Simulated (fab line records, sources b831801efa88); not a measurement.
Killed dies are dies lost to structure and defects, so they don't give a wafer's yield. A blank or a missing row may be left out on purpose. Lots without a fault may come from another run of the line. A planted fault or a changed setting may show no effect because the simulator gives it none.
One fault seen from 2 desks | flow sky130 | each desk has only its own numbers; what lay behind them comes last

THE TOOL OWNER'S DESK: litho_track-01
The tool's own readings at SKY_METAL1_SOFTBAKE_11 (time 90 s): means of the sampled wafers that have a number, for each lot that ran on this tool. A lot is out of limits, marked OUT, if its mean lies more than 4 standard deviations from the usual mean; the brackets give that distance.
Columns: A = heater_power_total_W at SKY_METAL1_SOFTBAKE_11, usual 57.35 W; B = plate_temp_C at SKY_METAL1_SOFTBAKE_11, usual 99.98 C
lot  | first seen here | A                | B
L862 | day 33 20:00    | 57.31            | 100.03
L867 | day 35 01:00    | 57.40            | 100.03
L871 | day 36 09:00    | 57.33            | 99.90
L868 | day 36 15:00    | 57.33            | 99.81
L873 | day 37 09:00    | 57.99 (+5.8) OUT | 101.00 (+9.3) OUT
L874 | day 37 20:00    | 58.06 (+6.5) OUT | 100.89 (+8.3) OUT
L876 | day 38 00:00    | 58.01 (+6.0) OUT | 100.86 (+8.0) OUT
This desk's finding: out of limits on L873, L874, L876; first on L873, day 37 09:00 (heater_power_total_W at SKY_METAL1_SOFTBAKE_11). In limits: L862, L867, L871, L868.

THE METROLOGY DESK
What the gauges read, lot by lot, whatever tool the lot ran on: means of the sampled wafers that have a number. A lot is out of limits, marked OUT, if its mean lies more than 4 standard deviations from the usual mean; the brackets give that distance.
Columns: A = CONTACT_W_RS at SKY_CONTACT_RS_MEAS_25, usual 0.3373 ohm/sq
lot  | first seen here | A
L857 | day 31 23:44    | 0.3376
L862 | day 33 07:37    | 0.3381
L864 | day 33 20:27    | 0.3347
L863 | day 33 21:46    | 0.3423
L867 | day 34 11:26    | 0.3357
L871 | day 35 20:14    | 0.3360
L870 | day 35 22:42    | 0.3342
L868 | day 36 00:55    | 0.3367
L873 | day 36 20:17    | 0.3362
L874 | day 37 06:27    | 0.3366
L876 | day 37 11:10    | 0.3381
L875 | day 37 12:14    | 0.3359
This desk's finding: nothing out of limits on any of the 12 lots.

PUT TOGETHER
The tool owner's desk could have raised an alarm at day 37 09:00, on L873, L874, L876.
The metrology desk saw nothing out of limits.
The metrology desk has L873, L874, L876 on record, within its limits.
Of the lots named, all ran SKY_METAL1_SOFTBAKE_11 on litho_track-01.

WHAT THE SIMULATOR HAD PUT IN
Process parameter drift: litho_track-01, from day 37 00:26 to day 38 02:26, at SKY_METAL1_SOFTBAKE_11. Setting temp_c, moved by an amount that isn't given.
Lots struck among those shown: L873, L874, L876.
Hours from the fault's start to each desk's first reading out of limits: the tool owner's desk, 9.
